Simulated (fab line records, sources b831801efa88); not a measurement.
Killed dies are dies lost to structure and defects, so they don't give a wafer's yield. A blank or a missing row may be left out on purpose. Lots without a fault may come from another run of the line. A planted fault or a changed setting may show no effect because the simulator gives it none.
A struck lot beside a sound one | flow sky130 | 31 steps out of a route of 708
Sound: wafers L380.4, L380.5, L380.6. Struck: wafer L387.3. (L387.2, L387.5 of the same lot were not struck and are left out.) The cause comes at the end.
At each step with rows: each side's tool, then ch and its chambers, then its first start. Under that, the readings that differ: sound wafers | struck wafers | difference of the means | sigmas: that difference in standard deviations of wafers without a fault.
alike: readings whose means differ by less than 2 such deviations, and words and numbers that are the same on both sides. not compared: withheld readings, readings that some wafer has no value for, bounds like >300 that may hide the same value, and numbers for which the record gives no deviation and whose values overlap.
The two part at a step that has a row with sigmas, a row that says differs or no value, or rows on one side only. Numbers that don't overlap but have no deviation are shown without sigmas and don't part them. A reading that every wafer of one side lacks parts them only if that side has two wafers or more.

SKY_LI_CONTACT_OVL_MEAS_13:
  sound on overlay-01, day 29 21:35; struck on overlay-01, day 32 00:01
  alike: LI_CONTACT_OVL
then, 2 steps without rows for these wafers: SKY_LI_CONTACT_ETCH_14 (etches BARC in N2/H2, stops on SiO2, time 45.9 s, target depth 60 nm); SKY_LI_CONTACT_ETCH_15 (etches PSG in C4F8/O2/Ar, stops on Si, target depth 600 nm).
SKY_LI_CONTACT_STRIP_16: strips in O2/N2.
  sound on plasma_asher-04 ch 0,1, day 29 21:48; struck on plasma_asher-02 ch 0, day 32 00:11
  alike: drypump_motor_current_A, oes_product_au, strip_time_to_endpoint_s
  not compared: rf_hours_counter_h
then, 3 steps without rows for these wafers: SKY_LI_CONTACT_CLEAN_17 (cleans in NMP, time 600 s); SKY_LI_CONTACT_PRE_CLEAN_18 (time 5.6 s); SKY_LI_CONTACT_SPUTTER_19 (material Ti, target thk 20 nm, time 106.37 s).
SKY_LI_CONTACT_SPUTTER_20: material TiN, target thk 20 nm, time 80 s.
  sound on pvd_sputter-01, day 29 22:08; struck on pvd_sputter-02, day 32 00:33
  reading                | sound          | struck | difference | sigmas
  throttle_valve_pct (%) | 29.3 30.2 32.0 | 27.7   | -2.8       | -2
SKY_LI_CONTACT_CVD_21: deposits W, target thk 400 nm, time 120.56 s.
  sound on cvd_w-01 ch 0,1, day 29 22:14; struck on cvd_w-01 ch 0, day 32 00:37
  alike: heater_power_w, susceptor_temp_C
SKY_LI_CONTACT_RS_MEAS_22: measures by four-point-probe.
  sound on film_metro-02, day 29 22:23; struck on film_metro-03, day 32 00:45
  alike: LI_CONTACT_W_RS
SKY_LI_CONTACT_THK_MEAS_23: measures by xrf.
  sound on film_metro-02, day 29 22:28; struck on film_metro-03, day 32 00:52
  alike: LI_CONTACT_W_THK
SKY_LI_CONTACT_CMP_24: polishes, stops on PSG, t overpolish 20 s, target thk 0 nm.
  sound on cmp-02 ch 1,2,3, day 29 22:36; struck on cmp-02 ch 3, day 32 00:58
  alike: motor_current_A, overpolish_run_s, time_to_endpoint_s
SKY_LOCAL_INTERCONNECT_SPUTTER_00: material TiN, target thk 100 nm, time 83.3 s.
  sound on pvd_sputter-03, day 29 22:48; struck on pvd_sputter-03, day 32 01:13
  reading                                                | sound                | struck | difference | sigmas
  susceptor_temp_C (C)                                   | 300.27 299.96 300.17 | 299.64 | -0.49      | -2
  model.TiN_of_LOCAL_INTERCONNECT_SPUTTER_00.thk_nm (nm) | 99.34 100.7 100      | 96.14  | -3.87      |
  alike: throttle_valve_pct
SKY_LOCAL_INTERCONNECT_RS_MEAS_01: measures by four-point-probe.
  sound on film_metro-04, day 29 22:55; struck on film_metro-04, day 32 01:35
  reading                            | sound             | struck | difference | sigmas
  LOCAL_INTERCONNECT_TIN_RS (ohm/sq) | 14.26 14.07 14.17 | 14.73  | +0.56      | +4
  not compared: hold
SKY_LOCAL_INTERCONNECT_THK_MEAS_02: measures by xrf.
  sound on film_metro-04, day 29 23:01; struck on film_metro-04, day 32 05:56
  reading                         | sound             | struck                   | difference                   | sigmas
  hold                            | - - -             | await_dispo/4.2h/release | no value on the sound wafers |
  LOCAL_INTERCONNECT_TIN_THK (nm) | 100.0 100.9 100.7 | 96.4                     | -4.1                         | -4
then, 8 steps without rows for these wafers: SKY_LOCAL_INTERCONNECT_DEHYDRATE_03 (time 60 s); SKY_LOCAL_INTERCONNECT_HMDS_04 (prime time 60 s); SKY_LOCAL_INTERCONNECT_COAT_05 (resist thk 60 nm); SKY_LOCAL_INTERCONNECT_COAT_06 (resist thk 450 nm); SKY_LOCAL_INTERCONNECT_SOFTBAKE_07 (time 90 s); SKY_LOCAL_INTERCONNECT_EXPOSE_08 (exposes mask LI1M, target cd 170 nm); SKY_LOCAL_INTERCONNECT_PEB_09; SKY_LOCAL_INTERCONNECT_DEVELOP_10 (develop time 60 s).
SKY_LOCAL_INTERCONNECT_CD_MEAS_11: target cd 170 nm.
  sound on cd_sem-02, day 31 02:28; struck on cd_sem-01, day 33 04:44
  alike: cd_nm
SKY_LOCAL_INTERCONNECT_OVL_MEAS_12:
  sound on overlay-01, day 31 02:33; struck on overlay-01, day 33 04:50
  reading                     | sound    | struck | difference | sigmas
  LOCAL_INTERCONNECT_OVL (nm) | -10 4 -9 | 13     | +18        | +3
SKY_LOCAL_INTERCONNECT_ETCH_13: etches BARC in N2/H2, stops on SiO2, time 45.9 s, target depth 60 nm.
  sound on rie_metal-02 ch 0,1, day 31 02:35; struck on rie_metal-02 ch 0, day 33 04:52
  alike: drypump_motor_current_A, oes_product_au, throttle_valve_pct
  not compared: rf_hours_counter_h
SKY_LOCAL_INTERCONNECT_METAL_ETCH_14: etches TiN in Cl2/BCl3, stops on PSG, target depth 110 nm, time 31.4 s.
  sound on rie_metal-02 ch 0,1, day 31 02:39; struck on rie_metal-02 ch 0, day 33 04:56
  reading                                        | sound             | struck | difference | sigmas
  oes_product_au (a.u.)                          | 0.937 0.947 0.942 | 0.923  | -0.019     | -3
  model.LOCAL_INTERCONNECT.feature_depth_nm (nm) | 99.34 100.7 100   | 96.14  | -3.87      |
  model.etch.depth_nm (nm)                       | 99.34 100.7 100   | 96.14  | -3.87      |
  alike: drypump_motor_current_A, throttle_valve_pct
  not compared: rf_hours_counter_h
then, 1 step without rows for these wafers: SKY_LOCAL_INTERCONNECT_STRIP_15 (strips in O2/N2).
SKY_LOCAL_INTERCONNECT_STRIP_16: strips in post etch residue remover, time 1200 s.
  sound on wet_bench-01 ch 1, day 31 02:47; struck on wet_bench-02 ch 1, day 33 05:05
  reading                                                | sound             | struck | difference | sigmas
  model.TiN_of_LOCAL_INTERCONNECT_SPUTTER_00.thk_nm (nm) | 98.91 100.3 99.57 | 95.71  | -3.88      |
then, 1 step without rows for these wafers: SKY_LOCAL_INTERCONNECT_CLEAN_17 (cleans in IPA, time 180 s).
-- the record jumps here: 15 days lie between the struck wafers' starts before and after (it left off in module LOCAL_INTERCONNECT and takes up again in module PAD_OPEN, whose first step shown is number 708 of the route) --
SKY_PAD_OPEN_PROBE_99:
  sound on prober-02, day 46 06:07; struck on prober-01, day 47 21:44
  reading                        | sound             | struck | difference | sigmas
  killed_at_M0_to_M3             | 49 35 49          | 31     | -13        | -2
  killed_short                   | 46 44 42          | 31     | -13        | -2
  model.etest.res_li.line_ohm_um | 75.81 74.6 75.12  | 78.69  | +3.51      |
  model.etest.res_li.rs_ohm_sq   | 12.86 12.73 12.82 | 13.42  | +0.62      |
  alike: killed_at_M4_up, killed_at_contacts, killed_at_front_end, killed_at_other, killed_dies, killed_open

WHERE THEY PART
First at SKY_LI_CONTACT_SPUTTER_20; last, within this record, at SKY_PAD_OPEN_PROBE_99.

WHY: what the simulator had put in
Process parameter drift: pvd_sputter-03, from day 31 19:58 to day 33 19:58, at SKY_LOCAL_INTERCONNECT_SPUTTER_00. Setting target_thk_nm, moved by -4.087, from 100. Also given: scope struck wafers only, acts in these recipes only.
